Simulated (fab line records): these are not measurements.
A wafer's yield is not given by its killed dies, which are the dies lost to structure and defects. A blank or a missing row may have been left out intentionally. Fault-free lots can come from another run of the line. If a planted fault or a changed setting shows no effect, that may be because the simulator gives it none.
What tool caused it? || flow gf180mcu || 7 lots with 21 wafers sampled at 2 steps, on a route of 602 steps

WHAT THE GAUGES SHOWED, per wafer
GF_V2_THK_MEAS_03.
{"lot": "L276", "measured": "day 20 12:55", "on": "film_metro-04", "V2_CVD_02_THK (nm)": "825 855 846"}
{"lot": "L278", "measured": "day 21 04:46", "on": "film_metro-01", "V2_CVD_02_THK (nm)": "851 849 863"}
{"lot": "L283", "measured": "day 22 22:30", "on": "film_metro-01", "V2_CVD_02_THK (nm)": "843 865 869"}
{"lot": "L288", "measured": "day 24 21:31", "on": "film_metro-04", "V2_CVD_02_THK (nm)": "849 825 848"}
{"lot": "L290", "measured": "day 25 21:58", "on": "film_metro-04", "V2_CVD_02_THK (nm)": "866 861 843"}
{"lot": "L293", "measured": "day 26 13:28", "on": "film_metro-02", "V2_CVD_02_THK (nm)": "832 819 860"}
{"lot": "L296", "measured": "day 27 07:38", "on": "film_metro-02", "V2_CVD_02_THK (nm)": "835 870 837"}

TOOL THAT RAN EACH LOT (tool first, then ch and the chambers of the sampled wafers, then the start)
{"lot": "L276", "GF_V2_CVD_02": "pecvd-04 ch 0,2, day 20 12:51"}
{"lot": "L278", "GF_V2_CVD_02": "pecvd-03 ch 1,2, day 21 04:41"}
{"lot": "L283", "GF_V2_CVD_02": "pecvd-04 ch 0,1,2, day 22 22:25"}
{"lot": "L288", "GF_V2_CVD_02": "pecvd-02 ch 0,1, day 24 21:25"}
{"lot": "L290", "GF_V2_CVD_02": "pecvd-04 ch 0,1,2, day 25 21:52"}
{"lot": "L293", "GF_V2_CVD_02": "pecvd-02 ch 0,1,2, day 26 13:23"}
{"lot": "L296", "GF_V2_CVD_02": "pecvd-04 ch 0,2, day 27 07:32"}
- GF_V2_CVD_02: deposits SiO2 from TEOS, target thk 850 nm, time 94.851 s.

THE ANSWER, worked out from the rows above alone
Rule: usual is defined by the lots themselves. Put in order of their means at a reading, lots are off if they are a third of the lots or fewer, leave a main group of 4 or more, and stand apart from it by a gap of 3 or more times the standard deviation of the main group's means; of several such gaps the widest counts. Not used: any main group whose means are identical at the precision the tables above print for the reading. Also off: a lot with no number at a reading for which 4 or more lots have one. All remaining lots with rows at the step are treated as sound.
No lot is off on any of the readings shown, so nothing can be concluded from this.

WHAT WAS PUT IN BY THE SIMULATOR
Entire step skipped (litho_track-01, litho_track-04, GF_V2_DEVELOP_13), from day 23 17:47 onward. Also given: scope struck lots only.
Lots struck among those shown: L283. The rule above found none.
